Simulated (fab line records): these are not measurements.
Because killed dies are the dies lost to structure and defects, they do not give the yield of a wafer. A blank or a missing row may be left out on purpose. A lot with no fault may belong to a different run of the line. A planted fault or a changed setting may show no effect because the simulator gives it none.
What tool caused it? | flow gf180mcu | 14 lots with 42 wafers sampled at 4 steps, on a route of 602 steps

WHAT THE GAUGES SHOWED, per wafer
GF_SALICIDE_RS_MEAS_04: a four-point-probe measurement.
lot  | measured     | on           | SALICIDE_TIN_RS (ohm/sq)
L558 | day 15 02:46 | filmMetro-04 | 16.4 16.5 16.0
L559 | day 15 06:07 | filmMetro-01 | 16.0 15.9 15.8
L560 | day 16 00:04 | filmMetro-03 | 15.8 16.3 15.9
L561 | day 16 14:55 | filmMetro-04 | 16.6 17.0 16.6
L562 | day 16 20:41 | filmMetro-01 | 16.6 16.5 16.8
L565 | day 18 07:18 | filmMetro-01 | 16.1 15.8 15.9
L567 | day 18 12:23 | filmMetro-04 | 16.3 16.0 16.4
L568 | day 18 23:35 | filmMetro-03 | 16.8 16.0 16.3
L573 | day 20 19:47 | filmMetro-01 | 16.6 16.1 16.7
L576 | day 21 11:43 | filmMetro-04 | 16.5 16.4 16.5
L577 | day 22 01:50 | filmMetro-01 | 16.4 16.6 16.2
L578 | day 22 06:50 | filmMetro-03 | 16.9 16.1 16.8
L579 | day 22 18:25 | filmMetro-01 | 16.4 16.5 16.6
L580 | day 23 00:55 | filmMetro-03 | 16.7 16.7 16.8

GF_CONTACT_CD_MEAS_14 targets a cd of 220 nm.
lot  | measured     | on       | cdNm (nm)
L558 | day 16 00:53 | cdSem-01 | 219.8 221.0 220.4
L559 | day 16 04:16 | cdSem-02 | 218.7 218.7 217.4
L560 | day 16 22:17 | cdSem-01 | 222.6 221.5 222.8
L561 | day 17 13:59 | cdSem-01 | 220.4 219.2 219.7
L562 | day 17 18:52 | cdSem-01 | 222.4 221.6 221.4
L565 | day 19 08:37 | cdSem-01 | 222.3 220.9 221.9
L567 | day 19 14:07 | cdSem-02 | - - -
L568 | day 20 01:05 | cdSem-02 | - - -
L573 | day 21 21:11 | cdSem-01 | 220.0 221.5 218.9
L576 | day 22 12:33 | cdSem-01 | 221.2 221.5 222.1
L577 | day 23 02:04 | cdSem-01 | 217.8 218.4 218.7
L578 | day 23 06:10 | cdSem-01 | 219.7 220.1 219.8
L579 | day 23 17:46 | cdSem-01 | 219.6 218.5 217.7
L580 | day 24 00:06 | cdSem-02 | 221.0 220.8 219.4

WHICH TOOL RAN EACH LOT (tool, then ch and the chambers of the sampled wafers, then the start)
lot  | GF_SALICIDE_SPUTTER_03      | GF_CONTACT_DEVELOP_13
L558 | pvdSputter-01, day 15 02:41 | lithoTrack-04 ch 0, day 16 00:45
L559 | pvdSputter-01, day 15 06:04 | lithoTrack-03 ch 0, day 16 04:07
L560 | pvdSputter-01, day 16 00:02 | lithoTrack-03 ch 0, day 16 22:08
L561 | pvdSputter-02, day 16 14:52 | lithoTrack-01 ch 0, day 17 13:51
L562 | pvdSputter-02, day 16 20:40 | lithoTrack-01 ch 0, day 17 18:43
L565 | pvdSputter-01, day 18 07:15 | lithoTrack-03 ch 0, day 19 08:28
L567 | pvdSputter-02, day 18 12:20 | lithoTrack-04, day 19 13:59
L568 | pvdSputter-03, day 18 23:34 | lithoTrack-03, day 20 00:56
L573 | pvdSputter-03, day 20 19:46 | lithoTrack-03 ch 0, day 21 21:02
L576 | pvdSputter-01, day 21 11:41 | lithoTrack-04 ch 0, day 22 12:24
L577 | pvdSputter-01, day 22 01:47 | lithoTrack-04 ch 0, day 23 01:56
L578 | pvdSputter-02, day 22 06:46 | lithoTrack-01 ch 0, day 23 06:01
L579 | pvdSputter-02, day 22 18:22 | lithoTrack-03 ch 0, day 23 17:37
L580 | pvdSputter-02, day 23 00:53 | lithoTrack-04 ch 0, day 23 23:57
- GF_SALICIDE_SPUTTER_03: material TiN, target thk 20 nm, time 16.7 s.
- GF_CONTACT_DEVELOP_13: develop time 60 s.

AS READ BY THE TOOLS THEMSELVES (means over the sampled wafers that have a number; for cases with no such wafer, the mark the record gives instead)
GF_SALICIDE_SPUTTER_03.
lot  | tool          | cathodeDcPowerW (W) | throttleValvePct (%)
L558 | pvdSputter-01 | 6498.2              | 29.9
L559 | pvdSputter-01 | 6499.3              | 29.3
L560 | pvdSputter-01 | 6500.3              | 29.8
L561 | pvdSputter-02 | 6500.2              | 29.5
L562 | pvdSputter-02 | 6499.7              | 29.6
L565 | pvdSputter-01 | 6498.5              | 29.7
L567 | pvdSputter-02 | 6499.0              | 30.1
L568 | pvdSputter-03 | 6499.6              | 30.7
L573 | pvdSputter-03 | 6498.4              | 31.2
L576 | pvdSputter-01 | 6499.9              | 29.8
L577 | pvdSputter-01 | 6499.7              | 29.6
L578 | pvdSputter-02 | 6499.9              | 29.6
L579 | pvdSputter-02 | 6499.2              | 29.6
L580 | pvdSputter-02 | 6499.4              | 29.8

GF_CONTACT_DEVELOP_13.
lot  | tool          | chillPlateTempC (C)
L558 | lithoTrack-04 | 23.10
L559 | lithoTrack-03 | 23.02
L560 | lithoTrack-03 | 23.15
L561 | lithoTrack-01 | 23.06
L562 | lithoTrack-01 | 23.00
L565 | lithoTrack-03 | 23.03
L567 | lithoTrack-04 | -
L568 | lithoTrack-03 | -
L573 | lithoTrack-03 | 23.21
L576 | lithoTrack-04 | 22.93
L577 | lithoTrack-04 | 23.00
L578 | lithoTrack-01 | 23.13
L579 | lithoTrack-03 | 23.03
L580 | lithoTrack-04 | 22.85

THE ANSWER, worked out from the rows above alone
Rule: the usual values come from the lots themselves. Put in order of their means at a reading, lots are off if they are a third of the lots or fewer, leave a main group of 4 or more, and stand apart from it by a gap of 3 or more times the standard deviation of the main group's means; of several such gaps the widest counts. The tables above print the reading to a certain number of digits; a main group whose means all agree to those digits is not used. A lot without any number at a reading at which 4 lots or more have one is off too. The other lots that the step has rows for count as sound. First the gauges in route order, then the tools' own readings, where a lot's mean is used as printed above. The first step at which some lot is off is used, and at that step the reading that is off furthest; a lot without a number counts as furthest.
Off: L567, L568 (GF_CONTACT_CD_MEAS_14, cdNm). Without a number there: L567, L568. For the main group the mean is 220.3 nm and the standard deviation 1.3.
A tool fits if, at a process step before that reading, it ran every lot that is off, and no sound lot after the first of them. Not tried: the gauges at GF_CONTACT_CD_MEAS_14; whatever is off there is also off at GF_CONTACT_DEVELOP_13, on other tools, and gauge error can't account for it. Not one of the candidates tried fits.

WHAT THE SIMULATOR HAD INSERTED
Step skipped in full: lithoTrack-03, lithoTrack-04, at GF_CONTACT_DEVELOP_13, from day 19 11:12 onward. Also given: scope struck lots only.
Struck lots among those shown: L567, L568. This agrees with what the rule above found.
